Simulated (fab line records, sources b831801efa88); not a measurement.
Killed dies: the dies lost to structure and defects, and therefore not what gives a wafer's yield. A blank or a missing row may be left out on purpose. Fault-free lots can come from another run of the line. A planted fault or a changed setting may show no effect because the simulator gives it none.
One fault seen from 2 desks    flow sky130    each desk has only its own numbers; what lay behind them comes last

== FOR THE TOOL OWNER'S DESK: implanter-01 ==
For each lot that ran on this tool, the mean over its sampled wafers that have a number, from the tool's own readings at SKY_SD_P_IMPLANT_09. A lot is out of limits, marked OUT, if its mean lies more than 4 standard deviations from the usual mean; the brackets give that distance.
Columns: A = beam energy keV at SKY_SD_P_IMPLANT_09, usual 20.000
lot   first seen here  A
L127  day 26 20:10     19.994
L131  day 27 06:38     20.003
L139  day 29 15:57     20.002
L144  day 31 05:27     20.000
L145  day 31 11:01     25.036 (+99 or more) OUT
L146  day 31 23:02     25.039 (+99 or more) OUT
L147  day 32 12:23     25.046 (+99 or more) OUT
This desk's verdict: out of limits on L145, L146, L147, starting with L145 at day 31 11:01 (beam energy keV at SKY_SD_P_IMPLANT_09). L127, L131, L139, L144: within limits.

== THE METROLOGY DESK ==
Means of the sampled wafers that have a number, per lot and without regard to the tool the lot ran on: this is what the gauges read. A lot is out of limits, marked OUT, if its mean lies more than 4 standard deviations from the usual mean; the brackets give that distance.
Columns: A = POLY_GATE_CVD_00_THK at SKY_POLY_GATE_THK_MEAS_01, usual 180.1 nm; B = cd nm at SKY_POLY_GATE_CD_MEAS_22, usual 150.0 nm; C = SD_P_TW at SKY_SD_P_TW_MEAS_11, usual 2808; D = SD_P_RS at SKY_SD_N_RS_MEAS_17, usual 147.1 ohm/sq
lot   first seen here  A      B      C     D
L127  day 14 16:11     183.5  148.7  2776  146.8
L130  day 15 08:59     183.8  148.4  2767  147.3
L131  day 15 12:58     180.3  148.4  2817  146.9
L134  day 16 20:28     182.4  148.7  2833  147.4
L136  day 17 05:23     182.1  149.1  2735  147.2
L138  day 17 20:22     179.4  148.3  2834  147.7
L139  day 18 03:11     177.7  150.5  2832  146.9
L144  day 19 19:53     179.2  151.4  2768  147.0
L145  day 20 07:08     179.1  153.6  2924  132.0 (-39) OUT
L146  day 20 14:21     180.0  150.5  2931  131.9 (-39) OUT
L147  day 21 10:57     180.1  149.6  2942  132.2 (-38) OUT
This desk's finding: out of limits on L145, L146, L147; first on L145, day 33 18:04 (SD_P_RS at SKY_SD_N_RS_MEAS_17). L127, L130, L131, L134, L136, L138, L139, L144: within limits.

== PUT TOGETHER ==
The tool owner's desk had the chance to raise an alarm at day 31 11:01 on L145, L146, L147.
Metrology desk: alarm possible at day 33 18:04 on L145, L146, L147.
All the named lots went through SKY_SD_P_IMPLANT_09 on implanter-01.

== WHAT THE SIMULATOR HAD PUT IN ==
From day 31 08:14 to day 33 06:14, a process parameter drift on implanter-01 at SKY_SD_P_IMPLANT_09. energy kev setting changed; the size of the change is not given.
Struck lots among those shown: L145, L146, L147.
Delay (hours) between the fault's onset and each desk's first out-of-limits reading: 3 at the tool owner's desk, 58 at the metrology desk.
